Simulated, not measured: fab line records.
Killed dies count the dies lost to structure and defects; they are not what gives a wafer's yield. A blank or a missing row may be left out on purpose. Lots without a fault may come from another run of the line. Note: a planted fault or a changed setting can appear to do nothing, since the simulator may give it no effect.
What tool caused it? / flow gf180mcu / Sampling: 11 lots, 33 wafers, 5 of 602 route steps

## WHAT EACH GAUGE READ, for each wafer
GF_M2_RS_MEAS_05: measurement is done with a four-point probe. Usual: M2_ALCU_RS 0.0694 ohm/sq, standard deviation 0.0008.
lot=L101; measured=day 18 12:32; on=film-metro-02; M2_ALCU_RS (ohm/sq)=0.0689 0.0681 0.0692; flag=
lot=L103; measured=day 19 11:18; on=film-metro-02; M2_ALCU_RS (ohm/sq)=0.0692 0.0688 0.0709; flag=
lot=L105; measured=day 20 06:44; on=film-metro-03; M2_ALCU_RS (ohm/sq)=0.0699 0.0703 0.0706; flag=
lot=L107; measured=day 21 04:07; on=film-metro-01; M2_ALCU_RS (ohm/sq)=0.0695 0.0686 0.0687; flag=
lot=L108; measured=day 21 04:29; on=film-metro-02; M2_ALCU_RS (ohm/sq)=0.0707 0.0681 0.0688; flag=
lot=L109; measured=day 21 19:38; on=film-metro-01; M2_ALCU_RS (ohm/sq)=0.0698 0.0686 0.0686; flag=
lot=L114; measured=day 23 11:52; on=film-metro-02; M2_ALCU_RS (ohm/sq)=0.0703 0.0695 0.0701; flag=
lot=L116; measured=day 23 22:38; on=film-metro-03; M2_ALCU_RS (ohm/sq)=0.0690 0.0695 0.0696; flag=
lot=L121; measured=day 25 16:17; on=film-metro-01; M2_ALCU_RS (ohm/sq)=0.0696 0.0683 0.0684; flag=
lot=L122; measured=day 25 19:40; on=film-metro-02; M2_ALCU_RS (ohm/sq)=0.0696 0.0689 0.0693; flag=
lot=L123; measured=day 26 10:14; on=film-metro-01; M2_ALCU_RS (ohm/sq)=0.0695 0.0691 0.0696; flag=

GF_V2_THK_MEAS_03. Usual: V2_CVD_02_THK 847 nm, standard deviation 13.
lot=L101; measured=day 19 14:25; on=film-metro-02; V2_CVD_02_THK (nm)=842 834 834; flag=
lot=L103; measured=day 20 12:49; on=film-metro-01; V2_CVD_02_THK (nm)=846 851 856; flag=
lot=L105; measured=day 21 08:11; on=film-metro-02; V2_CVD_02_THK (nm)=845 840 866; flag=
lot=L107; measured=day 22 04:58; on=film-metro-04; V2_CVD_02_THK (nm)=847 828 843; flag=
lot=L108; measured=day 22 05:19; on=film-metro-02; V2_CVD_02_THK (nm)=833 836 850; flag=
lot=L109; measured=day 22 20:35; on=film-metro-02; V2_CVD_02_THK (nm)=840 857 849; flag=
lot=L114; measured=day 24 11:23; on=film-metro-04; V2_CVD_02_THK (nm)=839 829 845; flag=
lot=L116; measured=day 24 21:02; on=film-metro-02; V2_CVD_02_THK (nm)=832 864 846; flag=
lot=L121; measured=day 26 13:32; on=film-metro-01; V2_CVD_02_THK (nm)=859 846 839; flag=
lot=L122; measured=day 26 16:58; on=film-metro-01; V2_CVD_02_THK (nm)=828 856 825; flag=
lot=L123; measured=day 27 07:52; on=film-metro-02; V2_CVD_02_THK (nm)=864 857 868; flag=

## EACH LOT AND THE TOOL THAT RAN IT (in order: tool; ch and the chambers of the sampled wafers; start)
lot=L101; GF_M2_SPUTTER_01=pvd-sputter-02, day 18 12:24; GF_M2_METAL_ETCH_16=rie-metal-02 ch 1, day 19 13:28; GF_M2_STRIP_17=plasma-asher-03 ch 0,1, day 19 13:40
lot=L103; GF_M2_SPUTTER_01=pvd-sputter-01, day 19 11:08; GF_M2_METAL_ETCH_16=rie-metal-03 ch 0,1, day 20 11:59; GF_M2_STRIP_17=plasma-asher-03 ch 0,1, day 20 12:05
lot=L105; GF_M2_SPUTTER_01=pvd-sputter-03, day 20 06:37; GF_M2_METAL_ETCH_16=rie-metal-03 ch 0,1, day 21 07:20; GF_M2_STRIP_17=plasma-asher-01 ch 0,1, day 21 07:26
lot=L107; GF_M2_SPUTTER_01=pvd-sputter-02, day 21 03:59; GF_M2_METAL_ETCH_16=rie-metal-03 ch 0,1, day 22 04:02; GF_M2_STRIP_17=plasma-asher-01 ch 0,1, day 22 04:09
lot=L108; GF_M2_SPUTTER_01=pvd-sputter-01, day 21 04:22; GF_M2_METAL_ETCH_16=rie-metal-02 ch 0,1, day 22 04:20; GF_M2_STRIP_17=plasma-asher-02 ch 0, day 22 04:27
lot=L109; GF_M2_SPUTTER_01=pvd-sputter-02, day 21 19:28; GF_M2_METAL_ETCH_16=rie-metal-01 ch 0,1, day 22 19:43; GF_M2_STRIP_17=plasma-asher-01 ch 0,1, day 22 19:49
lot=L114; GF_M2_SPUTTER_01=pvd-sputter-01, day 23 11:44; GF_M2_METAL_ETCH_16=rie-metal-01 ch 0,1, day 24 10:29; GF_M2_STRIP_17=plasma-asher-03 ch 0,1, day 24 10:36
lot=L116; GF_M2_SPUTTER_01=pvd-sputter-02, day 23 22:29; GF_M2_METAL_ETCH_16=rie-metal-03 ch 0,1, day 24 20:07; GF_M2_STRIP_17=plasma-asher-03 ch 0,1, day 24 20:14
lot=L121; GF_M2_SPUTTER_01=pvd-sputter-03, day 25 16:10; GF_M2_METAL_ETCH_16=rie-metal-03 ch 0,1, day 26 12:41; GF_M2_STRIP_17=plasma-asher-02 ch 0,1, day 26 12:48
lot=L122; GF_M2_SPUTTER_01=pvd-sputter-01, day 25 19:31; GF_M2_METAL_ETCH_16=rie-metal-01 ch 0,1, day 26 16:08; GF_M2_STRIP_17=plasma-asher-03 ch 0,1, day 26 16:14
lot=L123; GF_M2_SPUTTER_01=pvd-sputter-02, day 26 10:07; GF_M2_METAL_ETCH_16=rie-metal-01 ch 0,1, day 27 06:56; GF_M2_STRIP_17=plasma-asher-02 ch 0,1, day 27 07:03
- GF_M2_SPUTTER_01: material TiN, target thk 30 nm, time 25 s.
- GF_M2_METAL_ETCH_16: etches the open film in Cl2/BCl3, stops on SiO2, target depth 627.5 nm, time 104.6 s.
- GF_M2_STRIP_17: strips in O2/N2.

## WHAT THE TOOLS THEMSELVES READ (means of the sampled wafers that have a number; where no wafer has one, the mark that the record gives instead)
GF_M2_SPUTTER_01. Usual: cathode-dc-power-W 6500.0 W, standard deviation 1.2; throttle-valve-pct 30.1 %, standard deviation 0.9.
lot=L101; tool=pvd-sputter-02; cathode-dc-power-W (W)=6500.4; throttle-valve-pct (%)=29.4; flag=
lot=L103; tool=pvd-sputter-01; cathode-dc-power-W (W)=6500.0; throttle-valve-pct (%)=30.4; flag=
lot=L105; tool=pvd-sputter-03; cathode-dc-power-W (W)=6499.6; throttle-valve-pct (%)=29.6; flag=
lot=L107; tool=pvd-sputter-02; cathode-dc-power-W (W)=6499.7; throttle-valve-pct (%)=30.3; flag=
lot=L108; tool=pvd-sputter-01; cathode-dc-power-W (W)=6499.8; throttle-valve-pct (%)=30.0; flag=
lot=L109; tool=pvd-sputter-02; cathode-dc-power-W (W)=6500.3; throttle-valve-pct (%)=30.2; flag=
lot=L114; tool=pvd-sputter-01; cathode-dc-power-W (W)=6500.1; throttle-valve-pct (%)=30.5; flag=
lot=L116; tool=pvd-sputter-02; cathode-dc-power-W (W)=6499.2; throttle-valve-pct (%)=30.2; flag=
lot=L121; tool=pvd-sputter-03; cathode-dc-power-W (W)=6500.2; throttle-valve-pct (%)=29.5; flag=
lot=L122; tool=pvd-sputter-01; cathode-dc-power-W (W)=6501.0; throttle-valve-pct (%)=30.6; flag=
lot=L123; tool=pvd-sputter-02; cathode-dc-power-W (W)=6499.6; throttle-valve-pct (%)=29.9; flag=

GF_M2_METAL_ETCH_16. Usual: bcl3-flow-sccm 39.98 sccm, standard deviation 0.12; drypump-motor-current-A 5.80 A, standard deviation 0.23; oes-product-au 0.974 a.u., standard deviation 0.006; rf-fwd-power-W 795.6 W, standard deviation 3; run-length-s 132.7 s, standard deviation 0.48; throttle-valve-pct 28.248 %, standard deviation 0.011.
lot=L101; tool=rie-metal-02; bcl3-flow-sccm (sccm)=40.09; drypump-motor-current-A (A)=5.79; oes-product-au (a.u.)=0.978; rf-fwd-power-W (W)=798.2; run-length-s (s)=132.1; throttle-valve-pct (%)=28.245; flag=
lot=L103; tool=rie-metal-03; bcl3-flow-sccm (sccm)=39.93; drypump-motor-current-A (A)=5.70; oes-product-au (a.u.)=0.967; rf-fwd-power-W (W)=796.5; run-length-s (s)=132.8; throttle-valve-pct (%)=28.248; flag=
lot=L105; tool=rie-metal-03; bcl3-flow-sccm (sccm)=40.14; drypump-motor-current-A (A)=5.72; oes-product-au (a.u.)=0.970; rf-fwd-power-W (W)=797.8; run-length-s (s)=132.6; throttle-valve-pct (%)=28.263; flag=
lot=L107; tool=rie-metal-03; bcl3-flow-sccm (sccm)=40.08; drypump-motor-current-A (A)=5.70; oes-product-au (a.u.)=0.976; rf-fwd-power-W (W)=796.2; run-length-s (s)=132.6; throttle-valve-pct (%)=28.251; flag=
lot=L108; tool=rie-metal-02; bcl3-flow-sccm (sccm)=39.85; drypump-motor-current-A (A)=5.98; oes-product-au (a.u.)=0.976; rf-fwd-power-W (W)=794.8; run-length-s (s)=133.1; throttle-valve-pct (%)=28.243; flag=
lot=L109; tool=rie-metal-01; bcl3-flow-sccm (sccm)=39.93; drypump-motor-current-A (A)=5.69; oes-product-au (a.u.)=0.977; rf-fwd-power-W (W)=795.9; run-length-s (s)=132.6; throttle-valve-pct (%)=28.252; flag=
lot=L114; tool=rie-metal-01; bcl3-flow-sccm (sccm)=40.00; drypump-motor-current-A (A)=5.66; oes-product-au (a.u.)=0.965; rf-fwd-power-W (W)=793.8; run-length-s (s)=132.4; throttle-valve-pct (%)=28.253; flag=
lot=L116; tool=rie-metal-03; bcl3-flow-sccm (sccm)=39.91; drypump-motor-current-A (A)=5.71; oes-product-au (a.u.)=0.970; rf-fwd-power-W (W)=792.4; run-length-s (s)=132.9; throttle-valve-pct (%)=28.253; flag=
lot=L121; tool=rie-metal-03; bcl3-flow-sccm (sccm)=40.05; drypump-motor-current-A (A)=5.72; oes-product-au (a.u.)=0.921; rf-fwd-power-W (W)=794.4; run-length-s (s)=143.4; throttle-valve-pct (%)=28.303; flag=OFF
lot=L122; tool=rie-metal-01; bcl3-flow-sccm (sccm)=40.00; drypump-motor-current-A (A)=5.79; oes-product-au (a.u.)=0.972; rf-fwd-power-W (W)=794.7; run-length-s (s)=132.7; throttle-valve-pct (%)=28.243; flag=
lot=L123; tool=rie-metal-01; bcl3-flow-sccm (sccm)=40.12; drypump-motor-current-A (A)=5.67; oes-product-au (a.u.)=0.974; rf-fwd-power-W (W)=798.8; run-length-s (s)=132.6; throttle-valve-pct (%)=28.237; flag=

GF_M2_STRIP_17. Usual: drypump-motor-current-A 5.6 A, standard deviation 0.46; heater-power-w 325 W, standard deviation 20; oes-product-au 0.557 a.u., standard deviation 0.0049; strip-time-to-endpoint-s 7.84 s, standard deviation 0.061.
lot=L101; tool=plasma-asher-03; drypump-motor-current-A (A)=6.1; heater-power-w (W)=325; oes-product-au (a.u.)=0.556; strip-time-to-endpoint-s (s)=7.78; flag=
lot=L103; tool=plasma-asher-03; drypump-motor-current-A (A)=6.2; heater-power-w (W)=327; oes-product-au (a.u.)=0.558; strip-time-to-endpoint-s (s)=7.89; flag=
lot=L105; tool=plasma-asher-01; drypump-motor-current-A (A)=5.9; heater-power-w (W)=318; oes-product-au (a.u.)=0.559; strip-time-to-endpoint-s (s)=7.89; flag=
lot=L107; tool=plasma-asher-01; drypump-motor-current-A (A)=6.0; heater-power-w (W)=338; oes-product-au (a.u.)=0.555; strip-time-to-endpoint-s (s)=7.85; flag=
lot=L108; tool=plasma-asher-02; drypump-motor-current-A (A)=5.2; heater-power-w (W)=335; oes-product-au (a.u.)=0.555; strip-time-to-endpoint-s (s)=7.83; flag=
lot=L109; tool=plasma-asher-01; drypump-motor-current-A (A)=6.0; heater-power-w (W)=335; oes-product-au (a.u.)=0.557; strip-time-to-endpoint-s (s)=7.81; flag=
lot=L114; tool=plasma-asher-03; drypump-motor-current-A (A)=5.8; heater-power-w (W)=339; oes-product-au (a.u.)=0.560; strip-time-to-endpoint-s (s)=7.77; flag=
lot=L116; tool=plasma-asher-03; drypump-motor-current-A (A)=6.2; heater-power-w (W)=322; oes-product-au (a.u.)=0.557; strip-time-to-endpoint-s (s)=7.91; flag=
lot=L121; tool=plasma-asher-02; drypump-motor-current-A (A)=5.2; heater-power-w (W)=322; oes-product-au (a.u.)=0.546; strip-time-to-endpoint-s (s)=7.64; flag=OFF
lot=L122; tool=plasma-asher-03; drypump-motor-current-A (A)=5.8; heater-power-w (W)=340; oes-product-au (a.u.)=0.558; strip-time-to-endpoint-s (s)=7.82; flag=
lot=L123; tool=plasma-asher-02; drypump-motor-current-A (A)=5.2; heater-power-w (W)=318; oes-product-au (a.u.)=0.555; strip-time-to-endpoint-s (s)=7.80; flag=

## THE ANSWER, worked out from the rows above alone
Rule: lot off if the mean of its wafers having a number is beyond 3 standard deviations from the usual mean. Also off: a lot with no number at a reading for which 4 or more lots have one. Where the step has rows for the other lots, those lots are counted as sound. After the gauges, taken in route order, come the tools' own readings; for these a lot's mean is taken, as printed above. At the first step where some lot is off, the reading lying furthest off is the one used; lots without a number count as furthest.
Off: L121, at GF_M2_METAL_ETCH_16 (run-length-s).
A tool fits if, at that step or a process step before it, it ran every lot that is off, and no sound lot after the first of them. 2 tools fit, pvd-sputter-03 at GF_M2_SPUTTER_01 and rie-metal-03 at GF_M2_METAL_ETCH_16, so this cannot tell which one it is.

## WHAT HAD BEEN PUT IN BY THE SIMULATOR
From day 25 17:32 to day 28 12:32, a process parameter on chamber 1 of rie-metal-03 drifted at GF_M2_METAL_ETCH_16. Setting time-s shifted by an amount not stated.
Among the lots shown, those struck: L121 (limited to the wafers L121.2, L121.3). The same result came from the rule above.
